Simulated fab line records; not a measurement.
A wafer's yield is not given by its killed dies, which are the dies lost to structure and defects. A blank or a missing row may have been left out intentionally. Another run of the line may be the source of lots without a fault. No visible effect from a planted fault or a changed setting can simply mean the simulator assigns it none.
fab line records ; flow sfq-line
record lots=15; wafers=45; last-day=92
route steps=325 shown I4@174 JJ@196 R5@213
lots with no fault: from the same line, run without faults
start-h: hours from the record's first day to the start of the lot's first wafer shown ; wait-h: hours since the lot's step before ; " the same as in the row above ; L1.1+2: several wafers, shown together as one row ; - no value present, or no start provided ; * or withheld: withheld ; < > ~ a bound
route shown NAME@n: a module of which the file shows steps, and the number in the route of the first ; usual: the fault-free wafers' mean and standard deviation ; same: alike in all rows ; chamber/n: place in a boat ; sites: the reading at each site ; _std_site: their standard deviation ; _edge_site: outer sites' mean less inner sites' ; radius-mm: for every site, how far away it sits from the centre of the wafer ; mask NAME#n: copy n ; behind: the last tool/chamber to shape the wafer ; hold: why the lot went on hold/how many hours it stayed there/how the hold came to an end ; device: which transistor (n, p or np) failed to switch ; end of line: the same wafers' tests at the end of the route ; where a step has no rows: the recipe by itself ; killed: dies lost to structure and defects at the first sort, not the wafer's yield ; map: dies across one wafer; x = killed, . = not, _ = none there
set.NAME: setting as actually run; set.NAME@STEP: the setting as run at that earlier step ; model.NAME: the simulator's own value behind a step, which no gauge read
a sample of lots followed through the steps of the route, with each step as a table and each wafer as a row
services: when a tool's chamber went out of use (start-h, in hours from the record's first day, below 0 if earlier), for how many hours, and the reason
## steps
# step SFQ_TRILAYER_I4_VIA_BARC_OPEN_VIA_ETCH_146
# recipe mask-material=PR; chemistry=O2; target-depth-nm=125; target=BARC; source-w=500; bias-w=80; pressure-mtorr=30; time-s=41.7
# usual chamber-pressure-mTorr=30.000/0.024; drypump-motor-current-A=6.0/0.56; oes-product-au=0.685/0.0045
lot.wafer;tool;chamber;start-h;wait-h;chamber-pressure-mTorr;drypump-motor-current-A;oes-product-au;rf-hours-counter-h
L838.3;rie-diel-04;2;1144.90;0.0;30.014;6.3;0.686;15
L838.4;rie-diel-04;0;1144.90;0.0;29.991;5.2;0.692;20
L838.6;rie-diel-04;1;1144.90;0.0;29.971;6.4;0.680;-
L839.2;rie-diel-01;2;1180.99;0.0;30.006;4.9;0.677;5
L839.3;rie-diel-01;3;1180.99;0.0;29.994;6.4;0.690;15
L839.4;rie-diel-01;0;1180.99;0.0;30.067;6.1;0.692;4
L840.1;rie-diel-04;1;1186.81;0.0;30.003;6.4;0.685;11
L840.3;rie-diel-04;2;1186.81;0.0;30.016;6.2;0.687;16
L840.4;rie-diel-04;3;1186.81;0.0;29.991;5.8;0.681;-
L842.2;rie-diel-04;1;1194.01;0.0;30.020;6.4;0.688;11
L842.3;rie-diel-04;2;1194.01;0.0;29.988;6.3;0.680;16
L842.4;rie-diel-04;1;1194.01;0.0;30.001;6.4;0.687;-
L844.3;rie-diel-02;1;1204.81;0.0;30.020;5.7;0.680;1
L844.5;rie-diel-02;2;1204.81;0.0;29.962;6.7;0.686;-
L844.6;rie-diel-02;1;1204.81;0.0;29.998;5.7;0.682;-
L846.1;rie-diel-01;1;1210.81;0.0;30.005;6.6;0.674;21
L846.2;rie-diel-01;3;1210.81;0.0;29.946;6.5;0.677;15
L846.3;rie-diel-01;2;1210.81;0.0;30.031;5.0;0.689;5
L847.3;rie-diel-02;3;1214.41;0.0;30.013;5.6;0.697;14
L847.4;rie-diel-02;2;1214.41;0.0;29.961;6.7;0.685;11
L847.5;rie-diel-02;3;1214.41;0.0;30.006;5.6;0.686;-
L849.3;rie-diel-04;0;1248.01;0.0;30.026;5.1;0.676;1
L849.4;rie-diel-04;2;1248.01;0.0;29.999;6.3;0.691;17
L849.6;rie-diel-04;1;1248.01;0.0;29.954;6.4;0.677;-
L852.2;rie-diel-01;2;1260.81;0.0;30.003;5.0;0.690;6
L852.3;rie-diel-01;0;1260.81;0.0;29.990;6.0;0.692;6
L852.4;rie-diel-01;1;1260.81;0.0;29.990;6.6;0.690;21
L854.2;rie-diel-04;3;1270.41;0.0;29.953;5.8;0.680;6
L854.5;rie-diel-04;2;1270.41;0.0;29.980;6.3;0.690;-
L854.6;rie-diel-04;1;1270.41;0.0;29.994;6.4;0.691;-
L856.1;rie-diel-01;3;1277.61;0.0;29.964;6.5;0.683;16
L856.5;rie-diel-01;3;1277.61;0.0;29.987;6.4;0.687;-
L856.6;rie-diel-01;0;1277.61;0.0;30.013;6.0;0.680;-
L857.2;rie-diel-04;1;1278.81;0.0;29.967;6.4;0.693;13
L857.3;rie-diel-04;3;1278.81;0.0;30.006;5.7;0.684;7
L857.5;rie-diel-04;1;1278.81;0.0;30.016;6.4;0.682;-
L858.2;rie-diel-02;3;1286.01;0.0;30.005;5.6;0.678;15
L858.4;rie-diel-02;1;1286.01;0.0;29.992;5.8;0.689;2
L858.6;rie-diel-02;3;1286.01;0.0;30.017;5.5;0.694;-
L859.1;rie-diel-01;3;1293.21;0.0;29.987;6.5;0.691;17
L859.2;rie-diel-01;2;1293.21;0.0;29.980;4.9;0.689;6
L859.6;rie-diel-01;0;1293.21;0.0;30.012;6.0;0.686;-
L860.1;rie-diel-02;1;1308.81;0.0;30.036;5.8;0.683;2
L860.2;rie-diel-02;0;1308.81;0.0;29.975;5.0;0.680;15
L860.6;rie-diel-02;3;1308.81;0.0;29.963;5.6;0.682;-
# step SFQ_TRILAYER_JJ_CE_STRIP_STRIP_120
# recipe gas=O2; power-w=200; platen-temp-c=40; overash-fraction=0.65; chemistry=O2; pressure-mtorr=50
# usual chamber-pressure-mTorr=50.00/0.046; drypump-motor-current-A=5.4/0.39; oes-product-au=1.001/0.014
lot.wafer;tool;chamber;start-h;wait-h;chamber-pressure-mTorr;drypump-motor-current-A;oes-product-au;rf-hours-counter-h
L838.3;rie-metal-03;1;1292.91;0.2;50.01;5.5;1.012;-
L838.4;rie-metal-03;0;1292.91;0.2;49.93;5.2;1.008;-
L838.6;rie-metal-03;0;1292.91;0.2;49.99;5.3;0.993;-
L839.2;rie-metal-01;1;1332.07;0.0;50.01;5.4;0.998;76
L839.3;rie-metal-01;0;1332.07;0.0;50.05;5.8;0.978;-
L839.4;rie-metal-01;1;1332.07;0.0;49.98;5.4;1.015;-
L840.1;rie-metal-02;1;1335.67;0.0;50.04;4.7;1.022;7
L840.3;rie-metal-02;1;1335.67;0.0;49.98;4.7;1.012;-
L840.4;rie-metal-02;0;1335.67;0.0;50.03;5.6;0.983;-
L842.2;rie-metal-02;0;1344.07;0.0;50.02;5.7;0.993;3
L842.3;rie-metal-02;0;1344.07;0.0;50.01;5.6;1.001;-
L842.4;rie-metal-02;1;1344.07;0.0;50.12;4.7;1.023;-
L844.3;rie-metal-01;1;1352.67;0.2;50.00;5.4;1.011;-
L844.5;rie-metal-01;1;1352.67;0.2;49.97;5.4;1.014;-
L844.6;rie-metal-01;0;1352.67;0.2;49.93;5.9;0.982;-
L846.1;rie-metal-03;0;1359.67;0.0;49.97;5.3;1.004;18
L846.2;rie-metal-03;1;1359.67;0.0;50.00;5.5;1.007;129
L846.3;rie-metal-03;1;1359.67;0.0;49.96;5.5;1.017;-
L847.3;rie-metal-01;0;1362.27;0.2;50.08;5.8;0.989;-
L847.4;rie-metal-01;1;1362.27;0.2;49.98;5.4;1.011;-
L847.5;rie-metal-01;1;1362.27;0.2;50.06;5.4;1.007;-
L849.3;rie-metal-02;1;1395.87;0.2;50.00;4.7;1.012;-
L849.4;rie-metal-02;0;1395.87;0.2;50.04;5.7;1.001;-
L849.6;rie-metal-02;1;1395.87;0.2;50.03;4.7;1.004;-
L852.2;rie-metal-02;0;1408.87;0.0;49.97;5.7;0.983;12
L852.3;rie-metal-02;0;1408.87;0.0;49.98;5.7;0.986;-
L852.4;rie-metal-02;1;1408.87;0.0;49.99;4.7;1.009;-
L854.2;rie-metal-02;1;1417.27;0.0;50.06;4.7;1.003;18
L854.5;rie-metal-02;0;1417.27;0.0;49.99;5.7;0.998;-
L854.6;rie-metal-02;1;1417.27;0.0;49.96;4.7;1.012;-
L856.1;rie-metal-01;0;1422.07;0.0;50.08;5.8;0.977;66
L856.5;rie-metal-01;1;1422.07;0.0;49.93;5.4;1.012;-
L856.6;rie-metal-01;0;1422.07;0.0;49.95;5.9;0.980;-
L857.2;rie-metal-03;0;1423.27;0.0;50.00;5.2;1.007;28
L857.3;rie-metal-03;1;1423.27;0.0;49.96;5.5;1.003;-
L857.5;rie-metal-03;0;1423.27;0.0;49.95;5.2;0.995;-
L858.2;rie-metal-01;1;1430.65;0.0;49.96;5.4;1.015;90
L858.4;rie-metal-01;0;1430.65;0.0;49.94;5.9;0.985;-
L858.6;rie-metal-01;1;1430.65;0.0;50.05;5.4;1.005;-
L859.1;rie-metal-01;1;1436.69;0.0;50.05;5.4;1.011;91
L859.2;rie-metal-01;0;1436.69;0.0;50.00;5.9;0.984;69
L859.6;rie-metal-01;0;1436.69;0.0;50.01;5.9;0.983;-
L860.1;rie-metal-02;0;1451.05;0.0;49.93;5.7;0.979;19
L860.2;rie-metal-02;1;1451.05;0.0;50.07;4.7;1.010;23
L860.6;rie-metal-02;1;1451.05;0.0;49.96;4.7;1.007;-
# step SFQ_TRILAYER_R5_DEP_SPUTTER_133
# recipe material=MoNx; base-pressure-pa=1.33e-06; target-thk-nm=40; power-w=1000; time-s=66.7; chamber-pressure-pa=0.4
# usual throttle-valve-pct=29.9/0.77
lot.wafer;tool;chamber;start-h;wait-h;throttle-valve-pct
L838.3;pvd-sputter-06;-;1333.01;0.0;30.4
L838.4;pvd-sputter-06;-;1333.01;0.0;30.4
L838.6;pvd-sputter-06;-;1333.01;0.0;29.1
L839.2;pvd-sputter-04;-;1340.65;0.0;30.6
L839.3;pvd-sputter-04;-;1340.65;0.0;29.5
L839.4;pvd-sputter-04;-;1340.65;0.0;29.4
L840.1;pvd-sputter-04;-;1344.10;0.0;32.0
L840.3;pvd-sputter-04;-;1344.10;0.0;30.5
L840.4;pvd-sputter-04;-;1344.10;0.0;29.5
L842.2;pvd-sputter-04;-;1352.65;0.0;32.1
L842.3;pvd-sputter-04;-;1352.65;0.0;29.2
L842.4;pvd-sputter-04;-;1352.65;0.0;30.2
L844.3;pvd-sputter-04;-;1360.87;0.0;31.6
L844.5;pvd-sputter-04;-;1360.87;0.0;31.8
L844.6;pvd-sputter-04;-;1360.87;0.0;29.3
L846.1;pvd-sputter-04;-;1369.98;0.0;29.5
L846.2;pvd-sputter-04;-;1369.98;0.0;29.3
L846.3;pvd-sputter-04;-;1369.98;0.0;30.2
L847.3;pvd-sputter-06;-;1372.65;0.0;29.9
L847.4;pvd-sputter-06;-;1372.65;0.0;30.6
L847.5;pvd-sputter-06;-;1372.65;0.0;30.3
L849.3;pvd-sputter-06;-;1404.36;0.0;29.2
L849.4;pvd-sputter-06;-;1404.36;0.0;30.2
L849.6;pvd-sputter-06;-;1404.36;0.0;29.0
L852.2;pvd-sputter-05;-;1419.43;0.0;29.3
L852.3;pvd-sputter-05;-;1419.43;0.0;29.6
L852.4;pvd-sputter-05;-;1419.43;0.0;29.4
L854.2;pvd-sputter-06;-;1427.82;0.0;30.6
L854.5;pvd-sputter-06;-;1427.82;0.0;28.9
L854.6;pvd-sputter-06;-;1427.82;0.0;30.6
L856.1;pvd-sputter-05;-;1433.82;0.0;29.1
L856.5;pvd-sputter-05;-;1433.82;0.0;29.6
L856.6;pvd-sputter-05;-;1433.82;0.0;29.4
L857.2;pvd-sputter-06;-;1439.82;0.0;30.3
L857.3;pvd-sputter-06;-;1439.82;0.0;30.5
L857.5;pvd-sputter-06;-;1439.82;0.0;30.4
L858.2;pvd-sputter-06;-;1442.82;0.0;30.5
L858.4;pvd-sputter-06;-;1442.82;0.0;30.1
L858.6;pvd-sputter-06;-;1442.82;0.0;28.7
L859.1;pvd-sputter-04;-;1445.86;0.0;30.5
L859.2;pvd-sputter-04;-;1445.86;0.0;31.8
L859.6;pvd-sputter-04;-;1445.86;0.0;29.2
L860.1;pvd-sputter-05;-;1461.70;0.0;29.1
L860.2;pvd-sputter-05;-;1461.70;0.0;29.5
L860.6;pvd-sputter-05;-;1461.70;0.0;29.4
# step SFQ_TRILAYER_R5_DEP_SPUTTER_134
# recipe material=Ti; base-pressure-pa=1.33e-06; target-thk-nm=5; power-w=2000; time-s=5; chamber-pressure-pa=0.4
# usual throttle-valve-pct=29.9/0.77
lot.wafer;tool;chamber;start-h;wait-h;throttle-valve-pct
L838.3;pvd-sputter-06;-;1333.06;0.0;30.1
L838.4;pvd-sputter-06;-;1333.06;0.0;30.4
L838.6;pvd-sputter-06;-;1333.06;0.0;29.0
L839.2;pvd-sputter-04;-;1340.70;0.0;30.4
L839.3;pvd-sputter-04;-;1340.70;0.0;29.6
L839.4;pvd-sputter-04;-;1340.70;0.0;29.2
L840.1;pvd-sputter-04;-;1344.15;0.0;32.1
L840.3;pvd-sputter-04;-;1344.15;0.0;30.6
L840.4;pvd-sputter-04;-;1344.15;0.0;29.4
L842.2;pvd-sputter-04;-;1352.70;0.0;31.8
L842.3;pvd-sputter-04;-;1352.70;0.0;29.4
L842.4;pvd-sputter-04;-;1352.70;0.0;30.4
L844.3;pvd-sputter-04;-;1360.92;0.0;31.9
L844.5;pvd-sputter-04;-;1360.92;0.0;31.8
L844.6;pvd-sputter-04;-;1360.92;0.0;29.3
L846.1;pvd-sputter-04;-;1370.04;0.0;29.4
L846.2;pvd-sputter-04;-;1370.04;0.0;29.3
L846.3;pvd-sputter-04;-;1370.04;0.0;30.4
L847.3;pvd-sputter-06;-;1372.70;0.0;30.2
L847.4;pvd-sputter-06;-;1372.70;0.0;30.8
L847.5;pvd-sputter-06;-;1372.70;0.0;30.6
L849.3;pvd-sputter-06;-;1404.41;0.0;28.6
L849.4;pvd-sputter-06;-;1404.41;0.0;30.4
L849.6;pvd-sputter-06;-;1404.41;0.0;29.1
L852.2;pvd-sputter-05;-;1419.48;0.0;29.4
L852.3;pvd-sputter-05;-;1419.48;0.0;29.7
L852.4;pvd-sputter-05;-;1419.48;0.0;29.8
L854.2;pvd-sputter-06;-;1427.87;0.0;30.4
L854.5;pvd-sputter-06;-;1427.87;0.0;28.9
L854.6;pvd-sputter-06;-;1427.87;0.0;30.9
L856.1;pvd-sputter-05;-;1433.87;0.0;29.0
L856.5;pvd-sputter-05;-;1433.87;0.0;29.4
L856.6;pvd-sputter-05;-;1433.87;0.0;29.9
L857.2;pvd-sputter-06;-;1439.87;0.0;30.4
L857.3;pvd-sputter-06;-;1439.87;0.0;29.9
L857.5;pvd-sputter-06;-;1439.87;0.0;30.3
L858.2;pvd-sputter-06;-;1442.87;0.0;30.5
L858.4;pvd-sputter-06;-;1442.87;0.0;30.1
L858.6;pvd-sputter-06;-;1442.87;0.0;28.9
L859.1;pvd-sputter-04;-;1445.92;0.0;30.2
L859.2;pvd-sputter-04;-;1445.92;0.0;31.9
L859.6;pvd-sputter-04;-;1445.92;0.0;29.8
L860.1;pvd-sputter-05;-;1461.75;0.0;29.0
L860.2;pvd-sputter-05;-;1461.75;0.0;29.5
L860.6;pvd-sputter-05;-;1461.75;0.0;29.4
# step SFQ_R5_RS_MEAS_933
# recipe thk-meas-gauge=four-point-probe; reads=Ti_of_TRILAYER_R5_DEP_SPUTTER_134+MoNx_of_TRILAYER_R5_DEP_SPUTTER_133+Ti_of_TRILAYER_R5_DEP_SPUTTER_132
# usual R5_MONX_RS=7.03/0.079
lot.wafer;tool;chamber;start-h;wait-h;hold;R5_MONX_RS[ohm/sq]
L838.3;film-metro-01;-;1333.12;0.0;-;6.98
L838.4;film-metro-01;-;1333.12;0.0;-;6.94
L838.6;film-metro-01;-;1333.12;0.0;-;6.92
L839.2;film-metro-01;-;1340.74;0.0;-;7.01
L839.3;film-metro-01;-;1340.74;0.0;-;6.89
L839.4;film-metro-01;-;1340.74;0.0;-;6.87
L840.1;film-metro-01;-;1344.17;0.0;-;7.13
L840.3;film-metro-01;-;1344.17;0.0;-;7.15
L840.4;film-metro-01;-;1344.17;0.0;-;7.06
L842.2;film-metro-01;-;1352.74;0.0;await-dispo/0.2h/release;9.57
L842.3;film-metro-01;-;1352.74;0.0;await-dispo/0.2h/release;9.54
L842.4;film-metro-01;-;1352.74;0.0;await-dispo/0.2h/release;9.57
L842.2;film-metro-01;-;1353.03;0.3;-;9.58
L842.3;film-metro-01;-;1353.03;0.3;-;9.56
L842.4;film-metro-01;-;1353.03;0.3;-;9.58
L844.3;film-metro-02;-;1360.98;0.0;await-dispo/0.2h/release;9.74
L844.5;film-metro-02;-;1360.98;0.0;await-dispo/0.2h/release;9.74
L844.6;film-metro-02;-;1360.98;0.0;await-dispo/0.2h/release;9.79
L844.3;film-metro-02;-;1361.37;0.4;-;9.74
L844.5;film-metro-02;-;1361.37;0.4;-;9.77
L844.6;film-metro-02;-;1361.37;0.4;-;9.80
L846.1;film-metro-02;-;1370.06;0.0;await-dispo/0.2h/release;9.70
L846.2;film-metro-02;-;1370.06;0.0;await-dispo/0.2h/release;9.68
L846.3;film-metro-02;-;1370.06;0.0;await-dispo/0.2h/release;9.68
L846.1;film-metro-02;-;1370.34;0.3;-;9.73
L846.2;film-metro-02;-;1370.34;0.3;-;9.70
L846.3;film-metro-02;-;1370.34;0.3;-;9.70
L847.3;film-metro-01;-;1372.76;0.0;-;7.13
L847.4;film-metro-01;-;1372.76;0.0;-;7.02
L847.5;film-metro-01;-;1372.76;0.0;-;6.93
L849.3;film-metro-01;-;1404.47;0.0;-;7.08
L849.4;film-metro-01;-;1404.47;0.0;-;7.14
L849.6;film-metro-01;-;1404.47;0.0;-;7.05
L852.2;film-metro-01;-;1419.52;0.0;-;7.06
L852.3;film-metro-01;-;1419.52;0.0;-;7.10
L852.4;film-metro-01;-;1419.52;0.0;-;7.08
L854.2;film-metro-02;-;1427.91;0.0;-;7.04
L854.5;film-metro-02;-;1427.91;0.0;-;6.99
L854.6;film-metro-02;-;1427.91;0.0;-;7.04
L856.1;film-metro-02;-;1433.89;0.0;-;7.04
L856.5;film-metro-02;-;1433.89;0.0;-;7.03
L856.6;film-metro-02;-;1433.89;0.0;-;7.08
L857.2;film-metro-02;-;1439.91;0.0;-;6.97
L857.3;film-metro-02;-;1439.91;0.0;-;7.12
L857.5;film-metro-02;-;1439.91;0.0;-;7.17
L858.2;film-metro-02;-;1442.91;0.0;-;6.99
L858.4;film-metro-02;-;1442.91;0.0;-;7.06
L858.6;film-metro-02;-;1442.91;0.0;-;7.00
L859.1;film-metro-02;-;1445.94;0.0;-;6.97
L859.2;film-metro-02;-;1445.94;0.0;-;6.93
L859.6;film-metro-02;-;1445.94;0.0;-;6.97
L860.1;film-metro-01;-;1461.77;0.0;-;7.04
L860.2;film-metro-01;-;1461.77;0.0;-;7.05
L860.6;film-metro-01;-;1461.77;0.0;-;6.98
# step SFQ_R5_THK_MEAS_934
# recipe thk-meas-gauge=xrf; reads=MoNx_of_TRILAYER_R5_DEP_SPUTTER_133
# usual R5_MONX_THK=39.6/0.47
lot.wafer;tool;chamber;start-h;wait-h;hold;R5_MONX_THK[nm]
L838.3;film-metro-01;-;1333.22;0.1;-;39.5
L838.4;film-metro-01;-;1333.22;0.1;-;39.7
L838.6;film-metro-01;-;1333.22;0.1;-;39.5
L839.2;film-metro-01;-;1340.85;0.1;-;39.5
L839.3;film-metro-01;-;1340.85;0.1;-;40.1
L839.4;film-metro-01;-;1340.85;0.1;-;40.5
L840.1;film-metro-01;-;1344.29;0.1;-;39.2
L840.3;film-metro-01;-;1344.29;0.1;-;39.0
L840.4;film-metro-01;-;1344.29;0.1;-;39.4
L842.2;film-metro-01;-;1354.69;1.6;await-dispo/0.2h/release;28.3
L842.3;film-metro-01;-;1354.69;1.6;await-dispo/0.2h/release;28.4
L842.4;film-metro-01;-;1354.69;1.6;await-dispo/0.2h/release;28.6
L842.2;film-metro-01;-;1354.92;0.2;-;28.5
L842.3;film-metro-01;-;1354.92;0.2;-;28.3
L842.4;film-metro-01;-;1354.92;0.2;-;28.4
L844.3;film-metro-02;-;1363.44;2.1;await-dispo/0.2h/release;28.1
L844.5;film-metro-02;-;1363.44;2.1;await-dispo/0.2h/release;28.1
L844.6;film-metro-02;-;1363.44;2.1;await-dispo/0.2h/release;27.9
L844.3;film-metro-02;-;1363.67;0.2;-;28.0
L844.5;film-metro-02;-;1363.67;0.2;-;28.2
L844.6;film-metro-02;-;1363.67;0.2;-;28.0
L847.3;film-metro-01;-;1372.86;0.1;-;38.8
L847.4;film-metro-01;-;1372.86;0.1;-;39.5
L847.5;film-metro-01;-;1372.86;0.1;-;39.9
L846.1;film-metro-02;-;1376.08;5.7;await-dispo/0.2h/release;28.1
L846.2;film-metro-02;-;1376.08;5.7;await-dispo/0.2h/release;27.9
L846.3;film-metro-02;-;1376.08;5.7;await-dispo/0.2h/release;28.3
L846.1;film-metro-02;-;1376.31;0.2;-;28.0
L846.2;film-metro-02;-;1376.31;0.2;-;28.1
L846.3;film-metro-02;-;1376.31;0.2;-;28.3
L849.3;film-metro-01;-;1404.57;0.1;-;39.2
L849.4;film-metro-01;-;1404.57;0.1;-;38.8
L849.6;film-metro-01;-;1404.57;0.1;-;39.4
L852.2;film-metro-01;-;1419.63;0.1;-;39.3
L852.3;film-metro-01;-;1419.63;0.1;-;39.3
L852.4;film-metro-01;-;1419.63;0.1;-;39.2
L854.2;film-metro-02;-;1428.02;0.1;-;39.5
L854.5;film-metro-02;-;1428.02;0.1;-;39.7
L854.6;film-metro-02;-;1428.02;0.1;-;39.6
L856.1;film-metro-02;-;1434.01;0.1;-;39.7
L856.5;film-metro-02;-;1434.01;0.1;-;39.8
L856.6;film-metro-02;-;1434.01;0.1;-;39.4
L857.2;film-metro-02;-;1440.02;0.1;-;40.0
L857.3;film-metro-02;-;1440.02;0.1;-;39.3
L857.5;film-metro-02;-;1440.02;0.1;-;38.8
L858.2;film-metro-02;-;1443.02;0.1;-;39.8
L858.4;film-metro-02;-;1443.02;0.1;-;39.1
L858.6;film-metro-02;-;1443.02;0.1;-;39.8
L859.1;film-metro-02;-;1446.06;0.1;-;39.8
L859.2;film-metro-02;-;1446.06;0.1;-;40.2
L859.6;film-metro-02;-;1446.06;0.1;-;40.2
L860.1;film-metro-01;-;1461.89;0.1;-;39.3
L860.2;film-metro-01;-;1461.89;0.1;-;39.2
L860.6;film-metro-01;-;1461.89;0.1;-;39.6
## services
tool;chamber;start-h;hours;kind
rie-diel-04;0;1121.48;8.1;repair
rie-metal-01;0;1132.91;2.0;repair
rie-metal-01;-;1148.06;41.5;repair
rie-metal-01;0;1172.35;9.7;repair
rie-metal-02;-;1192.97;0.1;repair
pvd-sputter-04;-;1205.68;5.8;repair
rie-diel-04;-;1211.22;1.5;repair
pvd-sputter-05;-;1229.31;4.1;repair
rie-metal-01;-;1254.43;0.3;repair
pvd-sputter-05;-;1269.83;3.1;repair
rie-diel-01;3;1273.98;3.5;repair
rie-diel-01;2;1274.91;8.6;repair
rie-metal-01;0;1292.59;3.8;repair
rie-diel-01;-;1311.64;2.8;pm
rie-diel-04;2;1314.76;16.1;repair
pvd-sputter-06;-;1329.02;2.9;repair
rie-diel-04;0;1347.81;4.0;repair
rie-diel-01;3;1356.52;19.4;repair
rie-metal-01;1;1363.26;3.7;repair
rie-diel-04;2;1373.11;5.8;repair
rie-diel-01;2;1381.01;3.7;repair
pvd-sputter-04;-;1405.39;4.4;repair
rie-diel-01;0;1425.89;34.2;repair
pvd-sputter-06;-;1460.95;0.9;repair
## key
first-sign step=SFQ_R5_RS_MEAS_933; reading=visit; direction=added
effect step=SFQ_R5_RS_MEAS_933; reading=R5_MONX_RS; direction=up; sigmas=34; usual=7.03; struck=9.67
effect step=SFQ_R5_THK_MEAS_934; reading=visit; direction=added
effect step=SFQ_R5_THK_MEAS_934; reading=R5_MONX_THK; direction=down; sigmas=24; usual=39.6; struck=28.2
met-at SFQ_TRILAYER_R5_DEP_SPUTTER_133
struck-lots L842,L844,L846
not-acting-at SFQ_TRILAYER_I4_VIA_BARC_OPEN_VIA_ETCH_146,SFQ_TRILAYER_JJ_CE_STRIP_STRIP_120,SFQ_TRILAYER_R5_DEP_SPUTTER_134
onset-between 1344.10 1352.65
fault kind=process-parameter-drift; tool=pvd-sputter-04; chamber=-; onset-h=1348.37; steps=SFQ_TRILAYER_R5_DEP_SPUTTER_133; channel=target-thk-nm; offset=-11.265; shape=step; end-h=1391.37; acts-in=these-recipes-only; stated=40
